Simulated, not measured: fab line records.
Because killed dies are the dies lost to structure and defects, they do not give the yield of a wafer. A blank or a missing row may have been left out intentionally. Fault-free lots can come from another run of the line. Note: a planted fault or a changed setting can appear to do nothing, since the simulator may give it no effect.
Which tool was responsible? :: flow sky130 :: route of 708 steps, sampled at 1 step: 12 lots, 36 wafers

== WHAT THE GAUGES SHOWED, per wafer ==
SKY_VIA4_THK_MEAS_01.
lot: L349
measured: day 41 20:13
on: film-metro-03
VIA4_HDPCVD_THK (nm): 1749 1736 1754

lot: L351
measured: day 42 00:29
on: film-metro-03
VIA4_HDPCVD_THK (nm): 1723 1740 1733

lot: L352
measured: day 42 09:16
on: film-metro-03
VIA4_HDPCVD_THK (nm): 1758 1774 1762

lot: L353
measured: day 42 19:55
on: film-metro-04
VIA4_HDPCVD_THK (nm): 1753 1709 1734

lot: L355
measured: day 43 13:16
on: film-metro-03
VIA4_HDPCVD_THK (nm): 1753 1740 1710

lot: L360
measured: day 44 21:04
on: film-metro-02
VIA4_HDPCVD_THK (nm): 1784 1760 1742

lot: L359
measured: day 44 23:51
on: film-metro-03
VIA4_HDPCVD_THK (nm): 1717 1748 1761

lot: L358
measured: day 45 02:22
on: film-metro-02
VIA4_HDPCVD_THK (nm): 1757 1812 1765

lot: L361
measured: day 45 04:58
on: film-metro-04
VIA4_HDPCVD_THK (nm): 1752 1763 1776

lot: L362
measured: day 45 17:24
on: film-metro-04
VIA4_HDPCVD_THK (nm): 1776 1800 1786

lot: L363
measured: day 46 08:44
on: film-metro-03
VIA4_HDPCVD_THK (nm): 1763 1762 1789

lot: L365
measured: day 46 14:10
on: film-metro-03
VIA4_HDPCVD_THK (nm): 1749 1782 1749

== EACH LOT AND THE TOOL THAT RAN IT (in order: tool; ch and the chambers of the sampled wafers; start) ==
There is no process step in the record ahead of these readings.

== AS READ BY THE TOOLS THEMSELVES (means over the sampled wafers that have a number; for cases with no such wafer, the mark the record gives instead) ==
The record holds no such reading with a usual standard deviation.

== THE ANSWER, worked out from the rows above alone ==
Rule: the usual values come from the lots themselves. The widest of any qualifying gaps counts: lots, ordered by their means at a reading, are off when they make up no more than a third of the lots, leave a main group of 4 or more, and stand apart from it by 3 or more times the standard deviation of that group's means. A main group is skipped when, at the precision printed for the reading in the tables above, its means are all equal. Also off: a lot with no number at a reading for which 4 or more lots have one. The other lots that the step has rows for count as sound. After the gauges, taken in route order, come the tools' own readings; for these a lot's mean is taken, as printed above. At the first step where some lot is off, the reading lying furthest off is the one used; lots without a number count as furthest.
Across all readings shown, no lot is off: no conclusion can be drawn from this.

== WHAT HAD BEEN PUT IN BY THE SIMULATOR ==
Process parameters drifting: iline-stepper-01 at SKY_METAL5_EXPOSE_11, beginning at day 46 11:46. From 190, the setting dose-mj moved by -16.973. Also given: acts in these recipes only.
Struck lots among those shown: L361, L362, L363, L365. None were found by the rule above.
